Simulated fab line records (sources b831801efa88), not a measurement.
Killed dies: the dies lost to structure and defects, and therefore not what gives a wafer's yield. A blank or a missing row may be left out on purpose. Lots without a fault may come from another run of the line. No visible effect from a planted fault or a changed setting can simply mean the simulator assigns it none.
fab line records ; flow sky130
record lots=14; wafers=42; last-day=50
route steps=708 shown VT_ADJUST_HVTP@96 VT_ADJUST_LVTN@118 SONOS_TUNNEL@163 RES_PROTECT@215
lots with no fault: from the same line, run without faults
start-h: hours from the record's first day to the start of the lot's first wafer shown ; wait-h: hours elapsed since this lot's preceding step ; " unchanged from the row above ; L1.1+2: a row that stands for several wafers ; - no value present, or no start provided ; * or withheld: withheld ; < > ~ a bound
route shown NAME@n: names a module that has steps shown in the file, with the first one's number in the route ; usual: mean/standard deviation taken from wafers without a fault ; same: alike in all rows ; chamber/n: place in a boat ; sites: each site's reading ; _std_site: standard deviation across them ; _edge_site: the outer-site mean with the inner-site mean subtracted ; radius-mm: for every site, how far away it sits from the centre of the wafer ; mask NAME#n: copy n ; behind: tool/chamber where the wafer was last shaped ; hold: the reason the lot was held/the length of the hold in hours/how it ended ; device: transistor that didn't switch, given as n, p or np ; end of line: at the end of the route, the tests of the same wafers ; a step given without rows: its recipe and nothing more ; killed: dies lost to structure and defects at the first sort, not the wafer's yield ; map: dies across one wafer; x = killed, . = not, _ = none there
set.NAME: the setting the step ran with; set.NAME@STEP: the setting that earlier step ran with ; model.NAME: the simulator's own value behind a step, which no gauge read
route steps across a sampled set of lots; one table per step, one row per wafer
services: from which hour (start-h, from the record's first day; less than 0 if before it) a tool's chamber was out of use, for how many hours, and why
## steps
# step SKY_VT_ADJUST_HVTP_TW_MEAS_11
# usual VT_ADJUST_HVTP_TW=1348/12
lot.wafer;tool;chamber;start-h;wait-h;VT_ADJUST_HVTP_TW
L629.1;film-metro-01;-;133.25;0.1;1350
L629.2;film-metro-01;-;133.25;0.1;1348
L629.6;film-metro-01;-;133.25;0.1;1349
L631.3;film-metro-01;-;149.17;0.1;1342
L631.5;film-metro-01;-;149.17;0.1;1338
L631.6;film-metro-01;-;149.17;0.1;1335
L630.4;film-metro-04;-;149.48;0.1;1363
L630.5;film-metro-04;-;149.48;0.1;1362
L630.6;film-metro-04;-;149.48;0.1;1352
L633.1;film-metro-01;-;158.26;0.1;1339
L633.4;film-metro-01;-;158.26;0.1;1331
L633.6;film-metro-01;-;158.26;0.1;1342
L634.1;film-metro-02;-;162.14;0.1;1342
L634.2;film-metro-02;-;162.14;0.1;1341
L634.5;film-metro-02;-;162.14;0.1;1333
L635.2;film-metro-04;-;174.00;0.1;1355
L635.4;film-metro-04;-;174.00;0.1;1354
L635.6;film-metro-04;-;174.00;0.1;1363
L636.1;film-metro-04;-;179.96;0.1;1352
L636.2;film-metro-04;-;179.96;0.1;1361
L636.5;film-metro-04;-;179.96;0.1;1361
L637.3;film-metro-02;-;185.46;0.1;1336
L637.4;film-metro-02;-;185.46;0.1;1327
L637.6;film-metro-02;-;185.46;0.1;1327
L638.4;film-metro-01;-;192.08;0.1;1349
L638.5;film-metro-01;-;192.08;0.1;1345
L638.6;film-metro-01;-;192.08;0.1;1343
L639.2;film-metro-01;-;192.96;0.1;1337
L639.4;film-metro-01;-;192.96;0.1;1346
L639.6;film-metro-01;-;192.96;0.1;1341
L640.2;film-metro-01;-;200.70;0.1;1341
L640.3;film-metro-01;-;200.70;0.1;1342
L640.6;film-metro-01;-;200.70;0.1;1344
L646.1;film-metro-01;-;246.39;0.1;1343
L646.2;film-metro-01;-;246.39;0.1;1346
L646.6;film-metro-01;-;246.39;0.1;1350
L650.1;film-metro-02;-;269.75;0.1;1323
L650.2;film-metro-02;-;269.75;0.1;1321
L650.3;film-metro-02;-;269.75;0.1;1326
L651.3;film-metro-04;-;277.07;0.1;1365
L651.4;film-metro-04;-;277.07;0.1;1362
L651.5;film-metro-04;-;277.07;0.1;1361
# step SKY_VT_ADJUST_LVTN_TW_MEAS_21
# usual VT_ADJUST_LVTN_2_TW=186.4/2.1
lot.wafer;tool;chamber;start-h;wait-h;VT_ADJUST_LVTN_2_TW
L629.1;film-metro-02;-;171.73;0.1;184.4
L629.2;film-metro-02;-;171.73;0.1;185.3
L629.6;film-metro-02;-;171.73;0.1;184.5
L631.3;film-metro-04;-;191.00;0.1;188.0
L631.5;film-metro-04;-;191.00;0.1;188.9
L631.6;film-metro-04;-;191.00;0.1;187.7
L630.4;film-metro-03;-;191.31;0.1;184.4
L630.5;film-metro-03;-;191.31;0.1;184.8
L630.6;film-metro-03;-;191.31;0.1;184.6
L633.1;film-metro-03;-;200.48;0.1;184.6
L633.4;film-metro-03;-;200.48;0.1;182.5
L633.6;film-metro-03;-;200.48;0.1;184.0
L634.1;film-metro-04;-;203.97;0.1;188.4
L634.2;film-metro-04;-;203.97;0.1;187.8
L634.5;film-metro-04;-;203.97;0.1;188.9
L635.2;film-metro-03;-;217.34;0.1;185.5
L635.4;film-metro-03;-;217.34;0.1;185.6
L635.6;film-metro-03;-;217.34;0.1;185.2
L636.1;film-metro-02;-;224.82;0.1;184.3
L636.2;film-metro-02;-;224.82;0.1;184.6
L636.5;film-metro-02;-;224.82;0.1;184.5
L637.3;film-metro-04;-;230.29;0.1;188.6
L637.4;film-metro-04;-;230.29;0.1;188.3
L637.6;film-metro-04;-;230.29;0.1;188.6
L638.4;film-metro-04;-;238.11;0.1;188.0
L638.5;film-metro-04;-;238.11;0.1;188.9
L638.6;film-metro-04;-;238.11;0.1;188.7
L639.2;film-metro-02;-;238.13;0.1;183.2
L639.4;film-metro-02;-;238.13;0.1;184.3
L639.6;film-metro-02;-;238.13;0.1;183.3
L640.2;film-metro-04;-;247.69;0.1;190.3
L640.3;film-metro-04;-;247.69;0.1;188.4
L640.6;film-metro-04;-;247.69;0.1;189.3
L646.1;film-metro-03;-;297.58;0.1;183.6
L646.2;film-metro-03;-;297.58;0.1;183.7
L646.6;film-metro-03;-;297.58;0.1;184.1
L650.1;film-metro-02;-;323.77;0.1;185.1
L650.2;film-metro-02;-;323.77;0.1;186.4
L650.3;film-metro-02;-;323.77;0.1;185.4
L651.3;film-metro-02;-;331.54;0.1;184.9
L651.4;film-metro-02;-;331.54;0.1;186.1
L651.5;film-metro-02;-;331.54;0.1;185.5
# step SKY_SONOS_TUNNEL_IMPLANT_09
# recipe species=B; energy-kev=20; dose-cm2=1e+12; tilt-deg=withheld
lot.wafer;tool;chamber;start-h;wait-h
L629.1+2+6;implanter-02;0;263.44;0.0
L631.3+5+6;implanter-02;0;285.45;0.1
L630.4+5+6;implanter-02;0;287.57;0.1
L633.1+4+6;implanter-02;0;298.25;0.0
L634.1+2+5;implanter-01;0;303.20;0.0
L635.2+4+6;implanter-02;0;318.77;0.0
L636.1+2+5;implanter-01;0;329.12;0.0
L637.3+4+6;implanter-02;0;334.00;0.1
L637.3+4+6;implanter-02;0;334.32;0.3
L638.4+5+6;implanter-01;0;344.18;0.1
L639.2+4+6;implanter-04;0;345.52;0.0
L639.2+4+6;implanter-04;0;345.83;0.3
L640.2+3+6;implanter-01;0;356.62;0.0
L646.1+2+6;implanter-01;0;413.24;0.0
L646.1+2+6;implanter-01;0;413.56;0.3
L650.1+2+3;implanter-02;0;441.49;0.0
L651.3+4+5;implanter-02;0;449.94;0.1
# step SKY_SONOS_TUNNEL_TW_MEAS_12
# usual SONOS_TUNNEL_TW=194.9/2.2
lot.wafer;tool;chamber;start-h;wait-h;SONOS_TUNNEL_TW
L629.1;film-metro-04;-;263.87;0.0;197.5
L629.2;film-metro-04;-;263.87;0.0;196.4
L629.6;film-metro-04;-;263.87;0.0;196.6
L631.3;film-metro-03;-;285.84;0.0;193.7
L631.5;film-metro-03;-;285.84;0.0;193.6
L631.6;film-metro-03;-;285.84;0.0;192.6
L630.4;film-metro-02;-;287.94;0.0;193.7
L630.5;film-metro-02;-;287.94;0.0;193.5
L630.6;film-metro-02;-;287.94;0.0;194.0
L633.1;film-metro-03;-;298.68;0.0;193.5
L633.4;film-metro-03;-;298.68;0.0;192.8
L633.6;film-metro-03;-;298.68;0.0;195.1
L634.1;film-metro-03;-;303.63;0.0;192.3
L634.2;film-metro-03;-;303.63;0.0;192.7
L634.5;film-metro-03;-;303.63;0.0;192.9
L635.2;film-metro-02;-;319.21;0.0;194.2
L635.4;film-metro-02;-;319.21;0.0;194.1
L635.6;film-metro-02;-;319.21;0.0;195.1
L636.1;film-metro-03;-;329.56;0.0;194.5
L636.2;film-metro-03;-;329.56;0.0;194.4
L636.5;film-metro-03;-;329.56;0.0;195.3
L637.3;film-metro-03;-;334.72;0.0;236.1
L637.4;film-metro-03;-;334.72;0.0;237.0
L637.6;film-metro-03;-;334.72;0.0;236.9
L638.4;film-metro-03;-;344.55;0.0;193.2
L638.5;film-metro-03;-;344.55;0.0;194.5
L638.6;film-metro-03;-;344.55;0.0;193.8
L639.2;film-metro-03;-;346.24;0.0;236.7
L639.4;film-metro-03;-;346.24;0.0;236.5
L639.6;film-metro-03;-;346.24;0.0;236.3
L640.2;film-metro-04;-;357.04;0.0;196.1
L640.3;film-metro-04;-;357.04;0.0;198.1
L640.6;film-metro-04;-;357.04;0.0;196.2
L646.1;film-metro-04;-;413.97;0.0;243.1
L646.2;film-metro-04;-;413.97;0.0;242.5
L646.6;film-metro-04;-;413.97;0.0;242.0
L650.1;film-metro-03;-;441.90;0.0;194.2
L650.2;film-metro-03;-;441.90;0.0;193.3
L650.3;film-metro-03;-;441.90;0.0;193.8
L651.3;film-metro-03;-;450.50;0.0;192.3
L651.4;film-metro-03;-;450.50;0.0;193.0
L651.5;film-metro-03;-;450.50;0.0;194.6
# step SKY_RES_PROTECT_TW_MEAS_08
# usual POLY_GATE_TW=4012/41
lot.wafer;tool;chamber;start-h;wait-h;POLY_GATE_TW
L629.1;film-metro-04;-;356.23;0.1;4069
L629.2;film-metro-04;-;356.23;0.1;4052
L629.6;film-metro-04;-;356.23;0.1;4082
L631.3;film-metro-04;-;380.85;0.1;4017
L631.5;film-metro-04;-;380.85;0.1;4020
L631.6;film-metro-04;-;380.85;0.1;4025
L630.4;film-metro-02;-;384.03;0.1;3964
L630.5;film-metro-02;-;384.03;0.1;3996
L630.6;film-metro-02;-;384.03;0.1;3960
L633.1;film-metro-04;-;395.13;0.1;4044
L633.4;film-metro-04;-;395.13;0.1;4020
L633.6;film-metro-04;-;395.13;0.1;4046
L634.1;film-metro-03;-;400.68;0.1;3936
L634.2;film-metro-03;-;400.68;0.1;3962
L634.5;film-metro-03;-;400.68;0.1;3932
L635.2;film-metro-04;-;417.45;0.1;4069
L635.4;film-metro-04;-;417.45;0.1;4048
L635.6;film-metro-04;-;417.45;0.1;4071
L636.1;film-metro-03;-;431.14;0.1;3970
L636.2;film-metro-03;-;431.14;0.1;3945
L636.5;film-metro-03;-;431.14;0.1;3968
L637.3;film-metro-04;-;436.12;0.1;4030
L637.4;film-metro-04;-;436.12;0.1;4044
L637.6;film-metro-04;-;436.12;0.1;4069
L638.4;film-metro-02;-;445.98;0.1;3952
L638.5;film-metro-02;-;445.98;0.1;3944
L638.6;film-metro-02;-;445.98;0.1;3972
L639.2;film-metro-04;-;452.36;0.1;4045
L639.4;film-metro-04;-;452.36;0.1;4050
L639.6;film-metro-04;-;452.36;0.1;4050
L640.2;film-metro-04;-;460.24;0.1;4016
L640.3;film-metro-04;-;460.24;0.1;4007
L640.6;film-metro-04;-;460.24;0.1;4024
L646.1;film-metro-03;-;515.45;0.1;3979
L646.2;film-metro-03;-;515.45;0.1;3989
L646.6;film-metro-03;-;515.45;0.1;3990
L650.1;film-metro-02;-;542.35;0.1;3954
L650.2;film-metro-02;-;542.35;0.1;3979
L650.3;film-metro-02;-;542.35;0.1;3965
L651.3;film-metro-04;-;561.92;0.1;4048
L651.4;film-metro-04;-;561.92;0.1;4034
L651.5;film-metro-04;-;561.92;0.1;4029
## services
tool;chamber;start-h;hours;kind
implanter-01;-;284.72;2.9;pm
implanter-01;-;297.18;5.6;repair
implanter-02;-;320.56;3.3;repair
implanter-04;-;322.27;12.9;pm
implanter-02;-;379.24;3.7;repair
implanter-02;-;383.08;1.3;repair
implanter-01;-;401.33;4.1;pm
implanter-04;-;415.78;4.3;pm
implanter-04;-;426.73;1.8;repair
## key
first-sign step=SKY_SONOS_TUNNEL_IMPLANT_09; reading=visit; direction=added
effect step=SKY_SONOS_TUNNEL_TW_MEAS_12; reading=SONOS_TUNNEL_TW; direction=up; sigmas=20; usual=194.9; struck=238.6
met-at SKY_SONOS_TUNNEL_IMPLANT_09
struck-lots L637,L639,L646
tester-left-out L637,L639,L646
not-acting-at SKY_VT_ADJUST_HVTP_TW_MEAS_11,SKY_VT_ADJUST_LVTN_TW_MEAS_21,SKY_RES_PROTECT_TW_MEAS_08
fault kind=repeated-step-whole; tool=implanter-01,implanter-02,implanter-04; chamber=-; onset-h=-; steps=SKY_SONOS_TUNNEL_IMPLANT_09; times=1; scope=struck-lots-only
# tester-left-out: of these lots the tester's yield and bins aren't shown, on N5 and GAA mostly nor the transistor test; their killed dies are dies lost to structure and defects alone, not to doping, threshold or leakage, so they don't give the yield
